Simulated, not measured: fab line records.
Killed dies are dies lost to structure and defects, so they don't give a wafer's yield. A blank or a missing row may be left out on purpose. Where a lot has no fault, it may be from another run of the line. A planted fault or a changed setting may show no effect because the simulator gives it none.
The tool behind it: which one? :: flow sky130 :: 39 wafers from 13 lots sampled at 4 of the route's 708 steps

== WHAT THE GAUGES SHOWED, per wafer ==
SKY_LDD_LDN_TW_MEAS_13. Usual: LDD_LDN_TW typically reads 1480, with standard deviation 23.
lot: L807
measured: day 23 18:49
on: film metro-04
LDD_LDN_TW: 1492 1493 1487
flag: 

lot: L809
measured: day 24 15:19
on: film metro-04
LDD_LDN_TW: 1498 1492 1497
flag: 

lot: L808
measured: day 24 19:31
on: film metro-03
LDD_LDN_TW: 1482 1493 1492
flag: 

lot: L811
measured: day 25 14:02
on: film metro-04
LDD_LDN_TW: 1493 1487 1499
flag: 

lot: L813
measured: day 26 01:20
on: film metro-04
LDD_LDN_TW: 1491 1498 1494
flag: 

lot: L820
measured: day 28 06:08
on: film metro-03
LDD_LDN_TW: 1484 1490 1481
flag: 

lot: L819
measured: day 28 08:47
on: film metro-01
LDD_LDN_TW: 1432 1443 1439
flag: 

lot: L821
measured: day 28 09:29
on: film metro-01
LDD_LDN_TW: 1445 1435 1451
flag: 

lot: L824
measured: day 29 09:10
on: film metro-03
LDD_LDN_TW: 1498 1498 1491
flag: 

lot: L825
measured: day 29 13:07
on: film metro-04
LDD_LDN_TW: 1498 1503 1507
flag: 

lot: L826
measured: day 29 17:11
on: film metro-01
LDD_LDN_TW: 1439 1444 1431
flag: 

lot: L827
measured: day 30 14:47
on: film metro-03
LDD_LDN_TW: 1487 1496 1494
flag: 

lot: L828
measured: day 30 18:53
on: film metro-01
LDD_LDN_TW: 1450 1449 1443
flag: 

SKY_POLY_CUT_CD_MEAS_08 targets a cd of 270 nm. Usual: 270.1 nm for cd nm, sd 1.6.
lot: L807
measured: day 25 01:19
on: cd sem-01
cd nm (nm): 268.0 266.7 266.0
flag: 

lot: L809
measured: day 25 22:28
on: cd sem-02
cd nm (nm): 270.0 269.1 270.4
flag: 

lot: L808
measured: day 26 02:55
on: cd sem-02
cd nm (nm): 271.9 273.2 272.3
flag: 

lot: L811
measured: day 26 21:41
on: cd sem-01
cd nm (nm): 272.6 270.9 271.8
flag: 

lot: L813
measured: day 27 08:20
on: cd sem-02
cd nm (nm): 270.5 270.0 269.2
flag: 

lot: L820
measured: day 29 11:54
on: cd sem-01
cd nm (nm): 268.0 267.1 267.8
flag: 

lot: L819
measured: day 29 15:11
on: cd sem-02
cd nm (nm): 271.8 271.8 272.9
flag: 

lot: L821
measured: day 29 16:49
on: cd sem-02
cd nm (nm): 272.4 272.6 271.3
flag: 

lot: L824
measured: day 30 16:13
on: cd sem-02
cd nm (nm): 269.3 269.2 269.3
flag: 

lot: L825
measured: day 30 20:28
on: cd sem-02
cd nm (nm): 269.3 270.8 269.6
flag: 

lot: L826
measured: day 30 23:54
on: cd sem-01
cd nm (nm): 270.7 272.3 270.8
flag: 

lot: L827
measured: day 31 19:56
on: cd sem-02
cd nm (nm): 269.0 268.8 268.2
flag: 

lot: L828
measured: day 32 00:40
on: cd sem-02
cd nm (nm): 265.9 265.7 266.4
flag: 

== EACH LOT AND THE TOOL THAT RAN IT (in order: tool; ch and the chambers of the sampled wafers; start) ==
lot: L807
SKY_LDD_N_EXPOSE_04: iline stepper-01 ch 0, day 17 23:02
SKY_LDD_LDN_STRIP_12: plasma asher-02 ch 0,1, day 23 18:43

lot: L809
SKY_LDD_N_EXPOSE_04: iline stepper-01 ch 0, day 18 18:29
SKY_LDD_LDN_STRIP_12: plasma asher-03 ch 0,1, day 24 15:13

lot: L808
SKY_LDD_N_EXPOSE_04: iline stepper-02 ch 0, day 18 22:16
SKY_LDD_LDN_STRIP_12: plasma asher-02 ch 0,1, day 24 19:25

lot: L811
SKY_LDD_N_EXPOSE_04: iline stepper-02 ch 0, day 19 18:26
SKY_LDD_LDN_STRIP_12: plasma asher-02 ch 0,1, day 25 13:56

lot: L813
SKY_LDD_N_EXPOSE_04: iline stepper-02 ch 0, day 20 01:45
SKY_LDD_LDN_STRIP_12: plasma asher-02 ch 1, day 26 01:14

lot: L820
SKY_LDD_N_EXPOSE_04: iline stepper-02 ch 0, day 22 14:15
SKY_LDD_LDN_STRIP_12: plasma asher-02 ch 0,1, day 28 06:03

lot: L819
SKY_LDD_N_EXPOSE_04: iline stepper-02 ch 0, day 22 18:23
SKY_LDD_LDN_STRIP_12: plasma asher-02 ch 0,1, day 28 08:41

lot: L821
SKY_LDD_N_EXPOSE_04: iline stepper-01 ch 0, day 22 18:43
SKY_LDD_LDN_STRIP_12: plasma asher-03 ch 0,1, day 28 09:24

lot: L824
SKY_LDD_N_EXPOSE_04: iline stepper-02 ch 0, day 23 19:01
SKY_LDD_LDN_STRIP_12: plasma asher-02 ch 0,1, day 29 09:04

lot: L825
SKY_LDD_N_EXPOSE_04: iline stepper-02 ch 0, day 24 00:23
SKY_LDD_LDN_STRIP_12: plasma asher-04 ch 0,1, day 29 13:01

lot: L826
SKY_LDD_N_EXPOSE_04: iline stepper-02 ch 0, day 24 04:02
SKY_LDD_LDN_STRIP_12: plasma asher-02 ch 0,1, day 29 17:04

lot: L827
SKY_LDD_N_EXPOSE_04: iline stepper-02 ch 0, day 25 01:59
SKY_LDD_LDN_STRIP_12: plasma asher-03 ch 0,1, day 30 14:40

lot: L828
SKY_LDD_N_EXPOSE_04: iline stepper-02 ch 0, day 25 06:08
SKY_LDD_LDN_STRIP_12: plasma asher-04 ch 0,1, day 30 18:47
- SKY_LDD_N_EXPOSE_04: exposes mask NTM, target cd 840 nm.
- SKY_LDD_LDN_STRIP_12: strips in O2/N2.

== WHAT THE TOOLS THEMSELVES READ (means of the sampled wafers that have a number; where no wafer has one, the mark that the record gives instead) ==
SKY_LDD_LDN_STRIP_12. Usual: drypump motor current A 5.8 A, standard deviation 0.46; oes product au 0.714 a.u., standard deviation 0.0044; strip time to endpoint s 14.18 s, standard deviation 0.041.
lot: L807
tool: plasma asher-02
drypump motor current A (A): 5.2
oes product au (a.u.): 0.715
strip time to endpoint s (s): 14.15
flag: 

lot: L809
tool: plasma asher-03
drypump motor current A (A): 6.1
oes product au (a.u.): 0.715
strip time to endpoint s (s): 14.13
flag: 

lot: L808
tool: plasma asher-02
drypump motor current A (A): 5.2
oes product au (a.u.): 0.711
strip time to endpoint s (s): 14.21
flag: 

lot: L811
tool: plasma asher-02
drypump motor current A (A): 5.2
oes product au (a.u.): 0.713
strip time to endpoint s (s): 14.16
flag: 

lot: L813
tool: plasma asher-02
drypump motor current A (A): 5.2
oes product au (a.u.): 0.711
strip time to endpoint s (s): 14.19
flag: 

lot: L820
tool: plasma asher-02
drypump motor current A (A): 5.2
oes product au (a.u.): 0.719
strip time to endpoint s (s): 14.14
flag: 

lot: L819
tool: plasma asher-02
drypump motor current A (A): 5.2
oes product au (a.u.): 0.715
strip time to endpoint s (s): 14.20
flag: 

lot: L821
tool: plasma asher-03
drypump motor current A (A): 6.1
oes product au (a.u.): 0.716
strip time to endpoint s (s): 14.16
flag: 

lot: L824
tool: plasma asher-02
drypump motor current A (A): 5.2
oes product au (a.u.): 0.714
strip time to endpoint s (s): 14.19
flag: 

lot: L825
tool: plasma asher-04
drypump motor current A (A): 6.1
oes product au (a.u.): 0.712
strip time to endpoint s (s): 14.17
flag: 

lot: L826
tool: plasma asher-02
drypump motor current A (A): 5.2
oes product au (a.u.): 0.713
strip time to endpoint s (s): 14.24
flag: 

lot: L827
tool: plasma asher-03
drypump motor current A (A): 6.1
oes product au (a.u.): 0.714
strip time to endpoint s (s): 14.15
flag: 

lot: L828
tool: plasma asher-04
drypump motor current A (A): 6.1
oes product au (a.u.): 0.714
strip time to endpoint s (s): 14.21
flag: 

== THE ANSWER, worked out from the rows above alone ==
Rule: a lot is off if the mean of its wafers that have a number lies more than 3 standard deviations from the usual mean. A lot without any number at a reading at which 4 lots or more have one is off too. The other lots that the step has rows for count as sound. After the gauges, taken in route order, come the tools' own readings; for these a lot's mean is taken, as printed above. At the first step where some lot is off, the reading lying furthest off is the one used; lots without a number count as furthest.
Nothing can be told from this: no lot is off at any reading shown.

== WHAT WAS PUT IN BY THE SIMULATOR ==
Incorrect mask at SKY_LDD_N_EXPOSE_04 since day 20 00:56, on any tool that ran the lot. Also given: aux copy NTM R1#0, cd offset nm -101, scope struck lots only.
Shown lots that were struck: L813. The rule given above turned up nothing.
